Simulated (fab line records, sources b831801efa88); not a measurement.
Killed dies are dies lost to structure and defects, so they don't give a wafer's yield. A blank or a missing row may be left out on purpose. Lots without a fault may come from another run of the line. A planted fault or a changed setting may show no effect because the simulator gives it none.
fab line records | flow sky130
record lots=5 wafers=15 last_day=50
route steps=708 shown VIA3@591 METAL4@598 CAP2M@603 PAD_OPEN@708
lots that met no fault: from a run of the same line without faults
start_h: hours from the record's first day to the start of the lot's first wafer shown | wait_h: hours since the lot's step before | " the same as in the row above | L1.1+2: a row that stands for several wafers | - no value, or no start given | * or withheld: withheld | < > ~ a bound
route shown NAME@n: a module of which the file shows steps, and the number in the route of the first | usual: mean/standard deviation of fault-free wafers | same: alike in all rows | chamber/n: place in a boat | sites: the reading at each site | _std_site: their standard deviation | _edge_site: outer sites' mean less inner sites' | radius_mm: how far each site lies from the wafer's centre | mask NAME#n: copy n | behind: the tool/chamber that last shaped the wafer | hold: why the lot was held/for how many hours/how that ended | device: the transistor (n, p or np) that didn't switch | end of line: the same wafers' tests at the end of the route | a step without rows: its recipe alone | killed: dies lost to structure and defects at the first sort, not the wafer's yield | map: a wafer's dies, x killed, . not, _ none there
set.NAME: the setting as run; set.NAME@STEP: as run at that earlier step | model.NAME: the simulator's own value behind a step, which no gauge read
lots at some steps of the route; a table a step, a row a wafer
services: from which hour (start_h, from the record's first day; less than 0 if before it) a tool's chamber was out of use, for how many hours, and why
## steps
# step SKY_VIA3_CLEAN_18
# recipe chemistry=IPA time_s=180 temp_c=25
# step SKY_VIA3_CLEAN_19
# recipe chemistry=O3/DIW dry=n2_spin
# step SKY_VIA3_SPUTTER_20
# recipe material=TiN target_thk_nm=20 chamber_pressure_pa=5 power_w=4000 time_s=80
# step SKY_VIA3_CVD_21
# recipe material=W target_thk_nm=390 time_s=117.31 temp_c=400 pressure_torr=40
# step SKY_VIA3_RS_MEAS_22
# recipe thk_meas_gauge=four-point-probe reads=W_of_VIA3_CVD_21+TiN_of_VIA3_SPUTTER_20
# usual VIA3_W_RS=0.295/0.0035
# columns lot.wafer tool chamber start_h wait_h VIA3_W_RS[ohm/sq]
L899.1 film_metro-02 - 992.65 0.1 0.296
L899.2 " - " " 0.296
L899.3 " - " " 0.291
L901.2 film_metro-01 - 1002.49 0.1 0.302
L901.4 " - " " 0.298
L901.6 " - " " 0.292
L911.2 film_metro-02 - 1066.48 0.1 0.294
L911.4 " - " " 0.294
L911.6 " - " " 0.301
L913.2 film_metro-01 - 1087.80 0.1 0.289
L913.3 " - " " 0.293
L913.4 " - " " 0.291
L914.1 film_metro-03 - 1093.78 0.1 0.289
L914.2 " - " " 0.291
L914.6 " - " " 0.292
# step SKY_VIA3_THK_MEAS_23
# recipe thk_meas_gauge=xrf reads=W_of_VIA3_CVD_21
# usual VIA3_W_THK=390/6.3
# columns lot.wafer tool chamber start_h wait_h VIA3_W_THK[nm]
L899.1 film_metro-02 - 992.77 0.1 389
L899.2 " - " " 389
L899.3 " - " " 395
L901.2 film_metro-01 - 1002.60 0.1 373
L901.4 " - " " 379
L901.6 " - " " 382
L911.2 film_metro-02 - 1066.59 0.1 384
L911.4 " - " " 386
L911.6 " - " " 376
L913.2 film_metro-01 - 1087.91 0.1 395
L913.3 " - " " 388
L913.4 " - " " 394
L914.1 film_metro-03 - 1093.90 0.1 398
L914.2 " - " " 398
L914.6 " - " " 394
# step SKY_VIA3_CMP_24
# recipe stop_on=SiO2 t_overpolish_s=20 down_force_psi=3.5 platen_rpm=60 target_thk_nm=0 pad_velocity_m_s=0.94248
# usual motor_current_A=11.8/0.67 overpolish_run_s=20.001/0.0089 slurry_filter_dp_kPa=13.51/0.15 time_to_endpoint_s=92/3.7
# columns lot.wafer tool chamber start_h wait_h motor_current_A overpolish_run_s slurry_filter_dp_kPa time_to_endpoint_s
L899.3 cmp-02 2 992.88 0.1 10.5 19.991 13.52 101
L899.1 " 3 " " 11.9 20.016 13.64 97
L899.2 " 0 " " 11.9 19.996 13.28 96
L901.2 cmp-02 2 1002.70 0.1 10.8 20.009 13.35 91
L901.4 " 0 " " 12.3 19.998 13.97 93
L901.6 " 2 " " 10.7 19.999 13.57 97
L911.4 cmp-01 2 1066.64 0.0 12.5 19.987 13.50 94
L911.2 " 0 " " 12.1 20.008 13.55 90
L911.6 " 3 " " 11.3 19.993 13.64 90
L913.3 cmp-01 2 1088.41 0.5 12.2 20.000 13.61 100
L913.4 " 3 " " 11.5 20.010 13.49 95
L913.2 " 0 " " 12.6 20.001 13.57 99
L914.1 cmp-01 1 1093.96 0.1 12.3 19.995 13.79 90
L914.2 " 2 " " 12.4 19.991 13.32 100
L914.6 " 2 " " 12.7 20.000 13.51 97
# step SKY_METAL4_SPUTTER_00
# recipe material=Ti target_thk_nm=15 power_w=3000 time_s=10 chamber_pressure_pa=0.4
# step SKY_METAL4_SPUTTER_01
# recipe material=TiN target_thk_nm=20 power_w=6500 time_s=16.7 chamber_pressure_pa=0.4
# step SKY_METAL4_SPUTTER_02
# recipe material=AlCu target_thk_nm=735 power_w=10600 time_s=39.1 chamber_pressure_pa=0.4
# step SKY_METAL4_SPUTTER_03
# recipe material=Ti target_thk_nm=5 power_w=3000 time_s=3.3 chamber_pressure_pa=0.4
# step SKY_METAL4_SPUTTER_04
# recipe material=TiN target_thk_nm=70 power_w=6500 time_s=58.3 chamber_pressure_pa=0.4
# usual chamber_pressure_pa=0.4000/0.00084 throttle_valve_pct=30.5/0.98
# same time_s=58.3
# columns lot.wafer tool chamber start_h wait_h chamber_pressure_pa throttle_valve_pct
L899.1 pvd_sputter-02 - 993.23 0.0 0.4006 31.0
L899.2 " - " " 0.3985 30.0
L899.3 " - " " 0.4000 30.8
L901.2 pvd_sputter-02 - 1003.06 0.0 0.3994 31.2
L901.4 " - " " 0.3998 31.5
L901.6 " - " " 0.4006 30.5
L911.2 pvd_sputter-03 - 1067.05 0.0 0.4013 30.7
L911.4 " - " " 0.3999 28.0
L911.6 " - " " 0.4005 31.1
L913.2 pvd_sputter-04 - 1088.76 0.0 0.3995 29.9
L913.3 " - " " 0.3993 30.1
L913.4 " - " " 0.3992 30.6
L914.1 pvd_sputter-02 - 1094.36 0.0 0.4007 30.4
L914.2 " - " " 0.3999 30.4
L914.6 " - " " 0.4001 30.9
# step SKY_CAP2M_CVD_00
# recipe material=SiO2 target_thk_nm=15.5 temp_c=400 time_s=withheld rf_w=450
# usual heater_power_w=713/120
# columns lot.wafer tool chamber start_h wait_h heater_power_w model.SiO2_of_CAP2M_CVD_00.thk_nm
L899.1 pecvd-01 1 993.28 0.0 908 15.08
L899.2 " 2 " " 569 15.51
L899.3 " 2 " " 587 15.65
L901.2 pecvd-04 1 1003.11 0.0 622 15.65
L901.4 " 0 " " 679 15.89
L901.6 " 2 " " 659 16.07
L911.2 pecvd-01 0 1067.10 0.0 795 21.03
L911.4 " 0 " " 815 21.53
L911.6 " 2 " " 543 16.26
L913.2 pecvd-04 0 1088.81 0.0 650 15.34
L913.3 " 1 " " 601 15.73
L913.4 " 0 " " 672 15.59
L914.1 pecvd-02 2 1094.41 0.0 759 15.29
L914.2 " 0 " " 919 15.77
L914.6 " 2 " " 769 15.61
# step SKY_CAP2M_THK_MEAS_01
# recipe reads=SiO2_of_CAP2M_CVD_00
# usual CAP2M_CVD_00_THK=15.57/0.28
# columns lot.wafer tool chamber start_h wait_h CAP2M_CVD_00_THK[nm]
L899.1 film_metro-02 - 993.32 - 15.11
L899.2 " - " " 15.51
L899.3 " - " " 15.60
L901.2 film_metro-03 - 1003.14 - 15.64
L901.4 " - " " 15.86
L901.6 " - " " 16.02
L911.2 film_metro-02 - 1067.13 - 21.05
L911.4 " - " " 21.51
L911.6 " - " " 16.26
L913.2 film_metro-04 - 1088.85 - 15.33
L913.3 " - " " 15.72
L913.4 " - " " 15.54
L914.1 film_metro-03 - 1094.43 - 15.27
L914.2 " - " " 15.78
L914.6 " - " " 15.58
# step SKY_CAP2M_SPUTTER_02
# recipe material=TiN target_thk_nm=200 temp_c=300 power_w=6500 time_s=166.7 chamber_pressure_pa=0.4
# usual chamber_pressure_pa=0.4000/0.00079 throttle_valve_pct=29.9/1.5
# same time_s=166.7
# columns lot.wafer tool chamber start_h wait_h chamber_pressure_pa throttle_valve_pct
L899.1 pvd_sputter-03 - 993.38 0.1 0.4011 31.2
L899.2 " - " " 0.4008 28.2
L899.3 " - " " 0.4013 31.1
L901.2 pvd_sputter-01 - 1003.19 0.0 0.3992 29.8
L901.4 " - " " 0.4011 29.4
L901.6 " - " " 0.4000 29.3
L911.2 pvd_sputter-02 - 1067.18 0.0 0.4003 31.2
L911.4 " - " " 0.4003 30.7
L911.6 " - " " 0.3999 31.2
L913.2 pvd_sputter-01 - 1088.90 0.0 0.3992 30.2
L913.3 " - " " 0.3999 26.7
L913.4 " - " " 0.4002 29.3
L914.1 pvd_sputter-03 - 1094.49 0.1 0.3996 28.2
L914.2 " - " " 0.3994 31.0
L914.6 " - " " 0.4001 28.4
# step SKY_CAP2M_RS_MEAS_03
# recipe thk_meas_gauge=four-point-probe reads=TiN_of_CAP2M_SPUTTER_02
# usual CAP2M_TIN_RS=6.92/0.086
# columns lot.wafer tool chamber start_h wait_h CAP2M_TIN_RS[ohm/sq]
L899.1 film_metro-04 - 993.49 0.1 6.91
L899.2 " - " " 6.88
L899.3 " - " " 7.02
L901.2 film_metro-02 - 1003.32 0.1 6.86
L901.4 " - " " 7.04
L901.6 " - " " 7.05
L911.2 film_metro-04 - 1067.31 0.1 7.03
L911.4 " - " " 6.99
L911.6 " - " " 7.05
L913.2 film_metro-03 - 1089.02 0.1 6.82
L913.3 " - " " 6.81
L913.4 " - " " 7.00
L914.1 film_metro-04 - 1094.60 0.1 6.97
L914.2 " - " " 6.93
L914.6 " - " " 6.98
# step SKY_CAP2M_THK_MEAS_04
# recipe thk_meas_gauge=xrf reads=TiN_of_CAP2M_SPUTTER_02
# usual CAP2M_TIN_THK=199.2/2.6
# columns lot.wafer tool chamber start_h wait_h CAP2M_TIN_THK[nm]
L899.1 film_metro-04 - 993.61 0.1 199.6
L899.2 " - " " 201.6
L899.3 " - " " 197.0
L901.2 film_metro-02 - 1003.43 0.1 200.3
L901.4 " - " " 194.0
L901.6 " - " " 194.5
L911.2 film_metro-04 - 1067.42 0.1 196.1
L911.4 " - " " 197.0
L911.6 " - " " 195.6
L913.2 film_metro-03 - 1089.13 0.1 201.3
L913.3 " - " " 202.0
L913.4 " - " " 195.3
L914.1 film_metro-04 - 1094.72 0.1 197.9
L914.2 " - " " 198.4
L914.6 " - " " 198.3
# step SKY_CAP2M_DEHYDRATE_05
# recipe temp_c=200 time_s=60
# step SKY_CAP2M_HMDS_06
# recipe prime_time_s=60 prime_temp_c=120
# step SKY_CAP2M_COAT_07
# recipe resist=NOVOLAK spin_rpm=3000 resist_thk_nm=1140
# step SKY_CAP2M_SOFTBAKE_08
# recipe temp_c=90 time_s=60 resist=NOVOLAK
# step SKY_CAP2M_EXPOSE_09
# recipe mask_id=CAP2M na=0.6 source_shape=conventional sigma_outer=0.6 polarization=unpolarized target_cd_nm=1000 dose_mj=159
# step SKY_CAP2M_PEB_10
# recipe temp_c=withheld time_s=* resist=NOVOLAK
# step SKY_CAP2M_DEVELOP_11
# recipe resist=NOVOLAK developer=TMAH develop_time_s=60 dev_temp_c=23
# step SKY_CAP2M_OVL_MEAS_12
# usual CAP2M_OVL=-0.7/1.6
# columns lot.wafer tool chamber start_h wait_h CAP2M_OVL[nm]
L899.1 overlay-01 - 1016.35 0.1 -0.3
L899.2 " - " " 0.3
L899.3 " - " " -1.6
L901.2 overlay-02 - 1025.96 0.1 -2.9
L901.4 " - " " -2.5
L901.6 " - " " -1.1
L911.2 overlay-02 - 1088.16 0.1 -0.6
L911.4 " - " " -1.4
L911.6 " - " " -3.1
L913.2 overlay-01 - 1108.95 0.1 1.3
L913.3 " - " " 2.0
L913.4 " - " " 1.2
L914.1 overlay-01 - 1114.39 0.1 -1.3
L914.2 " - " " 0.1
L914.6 " - " " -0.8
# step SKY_CAP2M_METAL_ETCH_13
# recipe target_depth_nm=220 stop_on=SiO2 chemistry=Cl2/BCl3 target=TiN pressure_mtorr=10 icp_w=900 bias_w=48.5 Cl2_flow_sccm=60 bcl3_flow_sccm=30 time_s=62.9
# step SKY_CAP2M_STRIP_14
# recipe chemistry=O2/N2 power_w=1400 pressure_mtorr=1500 platen_temp_c=withheld o2_flow_sccm=3000 n2_flow_sccm=300 overash_fraction=0.5
# usual chamber_pressure_mTorr=1500.1/1.3 drypump_motor_current_A=6.07/0.25 oes_product_au=0.711/0.0047 strip_time_to_endpoint_s=12.67/0.05
# columns lot.wafer tool chamber start_h wait_h chamber_pressure_mTorr drypump_motor_current_A oes_product_au rf_hours_counter_h strip_time_to_endpoint_s
L899.1 plasma_asher-02 1 1016.47 0.1 1499.3 6.32 0.711 124 12.66
L899.2 " 0 " " 1498.5 6.08 0.710 124 12.61
L899.3 " 0 " " 1498.7 6.02 0.722 - 12.68
L901.2 plasma_asher-04 0 1026.07 0.1 1499.6 6.25 0.715 60 12.63
L901.4 " 1 " " 1497.5 6.11 0.717 - 12.57
L901.6 " 0 " " 1498.8 6.21 0.714 - 12.58
L911.2 plasma_asher-01 0 1088.27 0.1 1501.3 5.80 0.722 32 12.67
L911.4 " 0 " " 1500.2 5.79 0.718 - 12.65
L911.6 " 1 " " 1499.3 5.45 0.705 - 12.65
L913.2 plasma_asher-01 0 1109.06 0.1 1500.5 5.84 0.707 33 12.68
L913.3 " 1 " " 1501.4 5.48 0.711 - 12.70
L913.4 " 0 " " 1498.2 5.80 0.709 - 12.68
L914.1 plasma_asher-01 1 1114.50 0.1 1500.7 5.50 0.701 34 12.74
L914.2 " 0 " " 1500.9 5.81 0.720 34 12.67
L914.6 " 1 " " 1501.9 5.49 0.708 - 12.61
# step SKY_CAP2M_STRIP_15
# recipe chemistry=post_etch_residue_remover time_s=1200 temp_c=72.5
# step SKY_CAP2M_CLEAN_16
# recipe chemistry=IPA time_s=180 temp_c=25
# step SKY_CAP2M_CLEAN_17
# recipe chemistry=O3/DIW dry=n2_spin
# step SKY_METAL4_DEHYDRATE_05
# recipe temp_c=200 time_s=60
# step SKY_METAL4_HMDS_06
# recipe prime_time_s=60 prime_temp_c=120
# step SKY_METAL4_COAT_07
# recipe resist=BARC temp_c=withheld time_s=withheld spin_rpm=3000 resist_thk_nm=60
# step SKY_METAL4_COAT_08
# recipe resist=KrF-thick spin_rpm=3000 resist_thk_nm=1140
# step SKY_METAL4_SOFTBAKE_09
# recipe temp_c=100 time_s=90 resist=KrF-thick
# step SKY_METAL4_EXPOSE_10
# recipe mask_id=MM4 na=0.68 source_shape=annular sigma_inner=0.4 sigma_outer=0.8 target_cd_nm=300 dose_mj=28
# step SKY_METAL4_PEB_11
# recipe peb_temp_c=withheld peb_time_s=withheld resist=KrF-thick
# step SKY_METAL4_DEVELOP_12
# recipe develop_time_s=60 resist=KrF-thick dev_temp_c=21
# step SKY_METAL4_CD_MEAS_13
# recipe target_cd_nm=300
# usual cd_nm=300.1/1.5
# columns lot.wafer tool chamber start_h wait_h cd_nm
L899.1 cd_sem-01 - 1039.74 - 298.6
L899.2 " - " " 298.7
L899.3 " - " " 299.5
L901.2 cd_sem-02 - 1049.06 - 298.3
L901.4 " - " " 300.8
L901.6 " - " " 300.0
L911.2 cd_sem-01 - 1108.55 - 298.6
L911.4 " - " " 299.0
L911.6 " - " " 299.1
L913.2 cd_sem-01 - 1129.70 - 299.7
L913.3 " - " " 300.3
L913.4 " - " " 300.6
L914.1 cd_sem-02 - 1133.90 - 300.1
L914.2 " - " " 301.3
L914.6 " - " " 298.9
# step SKY_METAL4_OVL_MEAS_14
# usual METAL4_OVL=1/6.3
# columns lot.wafer tool chamber start_h wait_h METAL4_OVL[nm]
L899.1 overlay-02 - 1039.86 0.1 2
L899.2 " - " " 2
L899.3 " - " " 10
L901.2 overlay-02 - 1049.17 0.1 -6
L901.4 " - " " 0
L901.6 " - " " -3
L911.2 overlay-01 - 1108.66 0.1 12
L911.4 " - " " 11
L911.6 " - " " 18
L913.2 overlay-01 - 1129.81 0.1 4
L913.3 " - " " 3
L913.4 " - " " 4
L914.1 overlay-01 - 1134.02 0.1 -10
L914.2 " - " " -6
L914.6 " - " " -1
# step SKY_METAL4_DESCUM_15
# recipe chemistry=O2 source_power_w=150 bias_power_w=0 pressure_mtorr=10 temp_c=40 time_s=8
# usual chamber_pressure_mTorr=9.999/0.0089 drypump_motor_current_A=5.8/0.45 oes_product_au=0.994/0.011
# same time_s=8
# columns lot.wafer tool chamber start_h wait_h chamber_pressure_mTorr drypump_motor_current_A oes_product_au rf_hours_counter_h
L899.1 rie_metal-02 1 1039.90 0.0 9.997 5.5 1.004 21
L899.2 " 0 " " 10.000 5.8 0.982 8
L899.3 " 0 " " 9.975 5.8 0.992 -
L901.2 rie_metal-02 0 1049.20 0.0 9.985 5.8 0.984 9
L901.4 " 0 " " 9.995 5.8 0.989 -
L901.6 " 1 " " 10.000 5.5 1.006 -
L911.2 rie_metal-04 1 1108.69 0.0 10.005 5.6 1.008 18
L911.4 " 1 " " 9.997 5.6 1.009 -
L911.6 " 0 " " 9.989 6.8 0.999 -
L913.2 rie_metal-02 1 1129.84 0.0 9.990 5.5 0.982 4
L913.3 " 0 " " 10.007 5.8 0.980 -
L913.4 " 1 " " 9.990 5.5 0.986 -
L914.1 rie_metal-03 1 1134.06 0.0 10.019 5.5 0.978 21
L914.2 " 0 " " 10.016 5.6 0.993 17
L914.6 " 1 " " 9.987 5.5 0.972 -
# step SKY_METAL4_ETCH_16
# recipe chemistry=N2/H2 target=BARC ion_energy_ev=200 bias_w=100 pressure_mtorr=30 n2_flow_sccm=100 h2_flow_sccm=200 icp_w=500 stop_on=SiO2 time_s=88.2 target_depth_a=600
# step SKY_METAL4_ETCH_17
# recipe target=SiO2 stop_on=TiN chemistry=C4F8/O2/Ar source_w=1500 bias_w=1200 pressure_mtorr=40 c4f8_flow_sccm=withheld O2_flow_sccm=6 Ar_flow_sccm=300 time_s=3.9 target_depth_a=150
# usual chamber_pressure_mTorr=40.00/0.037 oes_product_au=0.756/0.0079
# same time_s=3.9
# columns lot.wafer tool chamber start_h wait_h chamber_pressure_mTorr oes_product_au rf_hours_counter_h model.etch.depth_nm
L899.1 rie_diel-03 2 1040.03 0.1 40.06 0.743 9 15.08
L899.2 " 1 " " 40.00 0.750 12 15.51
L899.3 " 3 " " 40.02 0.760 9 15.65
L901.2 rie_diel-02 1 1049.33 0.1 40.00 0.759 22 15.65
L901.4 " 2 " " 40.01 0.763 17 15.89
L901.6 " 1 " " 40.03 0.772 - 16.07
L911.2 rie_diel-04 2 1108.82 0.1 39.99 0.893 7 21.03
L911.4 " 3 " " 40.04 0.904 - 21.53
L911.6 " 0 " " 40.02 0.772 - 16.26
L913.2 rie_diel-04 3 1129.97 0.1 39.96 0.751 18 15.34
L913.3 " 0 " " 40.02 0.763 20 15.73
L913.4 " 2 " " 40.05 0.756 8 15.59
L914.1 rie_diel-03 0 1134.23 0.1 39.96 0.749 19 15.29
L914.2 " 2 " " 40.05 0.758 13 15.77
L914.6 " 2 " " 40.02 0.755 - 15.61
# step SKY_PAD_OPEN_PROBE_99
# usual defect_limited_yield=82.5/2 killed_at_M0_to_M3=43/6.8 killed_at_M4_up=3.3/2.1 killed_at_contacts=24/5 killed_at_front_end=15/4.4 killed_at_other=0.3/0.57 killed_dies=86/9.7 killed_open=47/7.3 killed_short=39/6.1
# same gross_dies=492 killed_at_back_side=0
# columns lot.wafer tool chamber start_h wait_h defect_limited_yield[%] killed_at_M0_to_M3 killed_at_M4_up killed_at_contacts killed_at_front_end killed_at_other killed_dies killed_open killed_short model.etest.tester.sort_n_pass model.etest.tester.sort_bin_5_pct model.etest.tester.sort_yield_pct model.etest.cap_mim2.bv_v model.etest.cap_mim2.leak_log10_a_cm2 model.etest.cap_mim2.c_ff_um2
L899.1 prober-02 - 1130.01 0.1 85.8 38 5 16 9 2 70 37 33 422 7.114 85.77 13.64 -8.928 2.373
L899.2 prober-02 - 1130.06 0.1 83.1 41 3 30 9 0 83 46 37 409 9.959 83.13 13.57 -8.938 2.357
L899.3 prober-02 - 1130.11 0.2 80.7 52 7 24 12 0 95 57 38 397 9.35 80.69 13.7 -8.943 2.316
L901.2 prober-02 - 1137.21 0.1 82.5 42 1 27 14 2 86 49 34 406 11.38 82.52 14.2 -9.165 2.317
L901.4 prober-02 - 1137.31 0.2 82.9 39 4 23 18 0 84 43 41 408 10.16 82.93 14.46 -8.808 2.294
L911.2 prober-02 - 1186.76 0.1 80.9 48 4 25 17 0 94 55 39 136 65.45 27.64 19.01 -10.21 1.728
L911.4 prober-02 - 1186.86 0.2 80.3 44 4 31 18 0 97 54 43 43 82.32 8.74 19.53 -9.999 1.69
L911.6 prober-02 - 1186.96 0.2 86.0 33 0 15 21 0 69 33 36 423 8.13 85.98 14.67 -9.137 2.221
L913.2 prober-02 - 1204.08 0.1 81.1 47 3 26 17 0 93 46 47 399 11.99 81.1 13.99 -9.049 2.363
L913.3 prober-02 - 1204.13 0.2 83.7 43 0 27 10 0 80 36 44 412 10.77 83.74 14.39 -9.114 2.315
L913.4 prober-02 - 1204.18 0.2 81.5 40 1 31 19 0 91 50 41 401 11.79 81.5 14.04 -9.143 2.331
L914.1 prober-01 - 1206.46 0.1 82.7 42 2 19 22 0 85 41 43 407 10.77 82.72 13.85 -8.967 2.361
L914.2 prober-01 - 1206.51 0.1 81.3 43 1 31 17 0 92 47 43 400 12.2 81.3 14.25 -9.057 2.301
L914.6 prober-01 - 1206.71 0.2 82.5 38 0 26 21 1 86 47 38 406 11.18 82.52 13.45 -9.106 2.344
# killed by level:class
L899.1 VIA1:geometric_particle:open=10 VIA2:geometric_particle:open=9 METAL1:geometric_particle:short=7 LI_CONTACT:geometric_particle:open=5 POLY_GATE:geometric_particle:short=4 CONTACT:geometric_particle:open=4 METAL2:geometric_particle:short=3 LI_CONTACT:geometric_particle:short=3
L899.2 CONTACT:geometric_particle:open=9 VIA2:geometric_particle:open=9 LI_CONTACT:geometric_particle:open=8 VIA3:geometric_particle:open=6 VIA1:geometric_particle:short=6 METAL2:geometric_particle:short=6 CONTACT:geometric_particle:short=5 LI_CONTACT:geometric_particle:short=4
L899.3 VIA1:geometric_particle:open=14 LI_CONTACT:geometric_particle:open=12 VIA2:geometric_particle:open=10 METAL1:geometric_particle:short=9 METAL4:geometric_particle:short=7 CONTACT:geometric_particle:open=6 FIELD_ISO:geometric_particle:open=4 POLY_GATE:geometric_particle:open=4
L901.2 VIA1:geometric_particle:open=11 VIA2:geometric_particle:open=10 LI_CONTACT:geometric_particle:open=8 CONTACT:geometric_particle:short=7 METAL2:geometric_particle:short=6 VIA3:geometric_particle:open=6 CONTACT:geometric_particle:open=5 FIELD_ISO:geometric_particle:open=4
L901.4 FIELD_ISO:geometric_particle:short=9 CONTACT:geometric_particle:open=8 VIA1:geometric_particle:open=8 LI_CONTACT:geometric_particle:short=7 VIA3:geometric_particle:open=6 LI_CONTACT:geometric_particle:open=5 VIA2:geometric_particle:open=5 METAL2:geometric_particle:short=4
L911.2 VIA3:geometric_particle:open=10 CONTACT:geometric_particle:open=8 VIA1:geometric_particle:open=8 LI_CONTACT:geometric_particle:open=7 METAL2:geometric_particle:short=7 METAL1:geometric_particle:short=7 LOCAL_INTERCONNECT:geometric_particle:short=6 VIA2:geometric_particle:open=5
L911.4 VIA1:geometric_particle:open=14 LI_CONTACT:geometric_particle:open=9 CONTACT:geometric_particle:open=9 POLY_GATE:geometric_particle:open=6 VIA2:geometric_particle:open=6 CONTACT:geometric_particle:short=5 LOCAL_INTERCONNECT:geometric_particle:short=5 METAL1:geometric_particle:short=4
L911.6 VIA1:geometric_particle:open=10 FIELD_ISO:geometric_particle:short=8 CONTACT:geometric_particle:open=7 METAL1:geometric_particle:short=6 METAL3:geometric_particle:short=6 POLY_GATE:geometric_particle:short=4 LI_CONTACT:geometric_particle:open=4 VIA1:geometric_particle:short=4
L913.2 CONTACT:geometric_particle:open=8 LI_CONTACT:geometric_particle:open=7 CONTACT:geometric_particle:short=7 VIA1:geometric_particle:open=7 VIA2:geometric_particle:open=7 VIA3:geometric_particle:open=7 POLY_GATE:geometric_particle:short=5 VIA3:geometric_particle:short=5
L913.3 VIA1:geometric_particle:short=9 CONTACT:geometric_particle:short=7 CONTACT:geometric_particle:open=7 LOCAL_INTERCONNECT:geometric_particle:short=6 VIA1:geometric_particle:open=6 VIA2:geometric_particle:open=6 FIELD_ISO:geometric_particle:open=5 LI_CONTACT:geometric_particle:open=5
L913.4 LI_CONTACT:geometric_particle:open=14 VIA2:geometric_particle:short=9 VIA1:geometric_particle:open=8 FIELD_ISO:geometric_particle:open=7 CONTACT:geometric_particle:open=6 CONTACT:geometric_particle:short=5 VIA3:geometric_particle:open=5 METAL2:geometric_particle:short=4
L914.1 VIA3:geometric_particle:open=9 CONTACT:geometric_particle:open=9 METAL1:geometric_particle:short=9 FIELD_ISO:geometric_particle:short=8 VIA1:geometric_particle:open=6 VIA2:geometric_particle:open=6 POLY_GATE:geometric_particle:short=5 POLY_GATE:geometric_particle:open=5
L914.2 CONTACT:geometric_particle:open=13 CONTACT:geometric_particle:short=9 VIA1:geometric_particle:open=8 FIELD_ISO:geometric_particle:short=7 VIA3:geometric_particle:short=6 LI_CONTACT:geometric_particle:open=6 VIA2:geometric_particle:open=6 METAL1:geometric_particle:short=5
L914.6 LI_CONTACT:geometric_particle:open=9 VIA1:geometric_particle:open=9 CONTACT:geometric_particle:open=7 VIA2:geometric_particle:short=6 VIA3:geometric_particle:open=5 METAL1:geometric_particle:short=5 POLY_GATE:geometric_particle:open=4 LOCAL_INTERCONNECT:geometric_particle:short=4
## services
# columns tool chamber start_h hours kind
pecvd-02 - 977.78 28.1 pm
pvd_sputter-04 - 1001.84 2.2 repair
rie_diel-02 0 1007.09 5.9 repair
pecvd-02 0 1008.35 12.1 repair
rie_diel-04 2 1010.64 4.4 repair
pvd_sputter-02 - 1023.14 0.6 repair
pecvd-01 - 1029.87 0.5 repair
rie_diel-04 3 1030.88 9.3 repair
pvd_sputter-02 - 1036.52 3.9 repair
rie_diel-02 0 1039.17 5.5 repair
pecvd-01 - 1052.13 14.6 pm
rie_diel-04 - 1073.34 28.1 pm
rie_diel-03 - 1073.37 2.8 pm
cmp-02 - 1075.70 0.5 repair
cmp-01 - 1084.06 4.0 pm
cmp-02 - 1087.68 1.2 repair
cmp-01 - 1094.89 1.5 repair
cmp-02 - 1096.71 4.3 pm
pvd_sputter-01 - 1098.03 2.3 repair
rie_metal-02 - 1100.26 0.9 repair
cmp-02 - 1106.46 1.0 repair
cmp-01 - 1107.73 5.7 pm
rie_diel-04 - 1112.32 0.4 repair
rie_diel-04 0 1112.84 15.1 repair
## key
first_sign step=SKY_CAP2M_THK_MEAS_01 reading=CAP2M_CVD_00_THK direction=up sigmas=20 usual=15.57 struck=21.28
effect step=SKY_METAL4_ETCH_17 reading=oes_product_au direction=up sigmas=18 usual=0.756 struck=0.898
model_effect step=SKY_CAP2M_CVD_00 value=SiO2_of_CAP2M_CVD_00.thk_nm without=16.03 struck=21.28
model_effect step=SKY_METAL4_ETCH_17 value=etch.depth_nm without=16.03 struck=21.28
model_effect step=SKY_PAD_OPEN_PROBE_99 value=etest.tester.sort_n_pass without=396.5 struck=89.5
met_at SKY_CAP2M_CVD_00
struck_wafers L911.2,L911.4
fault kind=process_parameter_drift tool=pecvd-01 chamber=0 onset_h=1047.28 steps=SKY_CAP2M_CVD_00 channel=target_thk_nm offset=5.2492 shape=step end_h=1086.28 acts_in=these_recipes_only stated=15.5
